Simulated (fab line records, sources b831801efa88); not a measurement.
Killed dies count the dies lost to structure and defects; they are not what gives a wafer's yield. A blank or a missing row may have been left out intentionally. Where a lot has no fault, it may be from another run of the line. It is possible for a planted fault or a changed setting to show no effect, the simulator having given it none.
Struck lot and sound lot, side by side || flow sky130 || 14 steps out of a route of 708
Sound: the wafers L366.2, L366.3, L366.5. Struck: wafers L358.3, L358.4, L358.6. Last of all comes the cause.
Per side, at each step with rows, come the tool, then ch with its chambers, and then its first start. Under that, the readings that differ: sound wafers || struck wafers || difference of the means || sigmas: that difference in standard deviations of wafers without a fault.
alike: readings whose means differ by less than 2 such deviations, and words and numbers that are the same on both sides. not compared: withheld readings, readings that some wafer has no value for, bounds like >300 that may hide the same value, and numbers for which the record gives no deviation and whose values overlap.
Wherever a step has rows on one side only, a row that says differs or no value, or a row with sigmas, the two part there. Numbers that have no deviation but don't overlap get no sigmas and don't part them. A reading that every wafer of one side lacks parts them only if that side has two wafers or more.

first, 1 step without rows for these wafers: SKY_VT_ADJUST_NCORE_DEVELOP_06 (develop time 60 s).
SKY_VT_ADJUST_NCORE_CD_MEAS_07: the cd target is 380 nm.
  struck on cd_sem-02, day 11 07:07; sound on cd_sem-02, day 13 13:21
  alike: cd_nm
SKY_VT_ADJUST_NCORE_OVL_MEAS_08:
  struck on overlay-02, day 11 07:13; sound on overlay-01, day 13 13:28
  alike: VT_ADJUST_NCORE_OVL
next, for these wafers, 1 step has no rows: SKY_VT_ADJUST_NCORE_IMPLANT_09.
SKY_VT_ADJUST_NCORE_STRIP_10: strips in O2/N2.
  sound on plasma_asher-02 ch 0,1, day 13 13:38; struck on plasma_asher-03 ch 0,1, day 11 07:25
  alike: drypump_motor_current_A, oes_product_au, strip_time_to_endpoint_s
  not compared: rf_hours_counter_h
SKY_VT_ADJUST_NCORE_TW_MEAS_11:
  struck on film_metro-04, day 11 07:31; sound on film_metro-04, day 13 13:45
  alike: VT_ADJUST_NCORE_TW
then, 6 steps without rows for these wafers: SKY_VT_ADJUST_HVTR_DEHYDRATE_00 (time 60 s); SKY_VT_ADJUST_HVTR_HMDS_01 (prime time 60 s); SKY_VT_ADJUST_HVTR_COAT_02 (resist thk 1154 nm); SKY_VT_ADJUST_HVTR_SOFTBAKE_03 (time 60 s); SKY_VT_ADJUST_HVTR_EXPOSE_04 (exposes mask HVTRM, target cd 380 nm); SKY_VT_ADJUST_HVTR_PEB_05.
SKY_VT_ADJUST_HVTR_DEVELOP_06: develop time 60 s.
  sound on litho_track-04 ch 0, day 14 15:58; struck on litho_track-04, day 12 08:47
  no value came back on the struck wafers for chill_plate_temp_C (C), develop_time_s (s), resist_line_temp_C (C); on the sound wafers chill_plate_temp_C (C) reads 23.00 23.08 23.04
SKY_VT_ADJUST_HVTR_CD_MEAS_07: the cd target is 380 nm.
  struck on cd_sem-01, day 12 08:55; sound on cd_sem-01, day 14 16:06
{"reading": "cd_nm (nm)", "sound": "380.5 382.1 382.2", "struck": "- - -", "difference": "no value on the struck wafers", "sigmas": ""}

== WHERE THEY PART ==
First at SKY_VT_ADJUST_HVTR_DEVELOP_06; last, within this record, at SKY_VT_ADJUST_HVTR_CD_MEAS_07.

WHY: what had been put in by the simulator
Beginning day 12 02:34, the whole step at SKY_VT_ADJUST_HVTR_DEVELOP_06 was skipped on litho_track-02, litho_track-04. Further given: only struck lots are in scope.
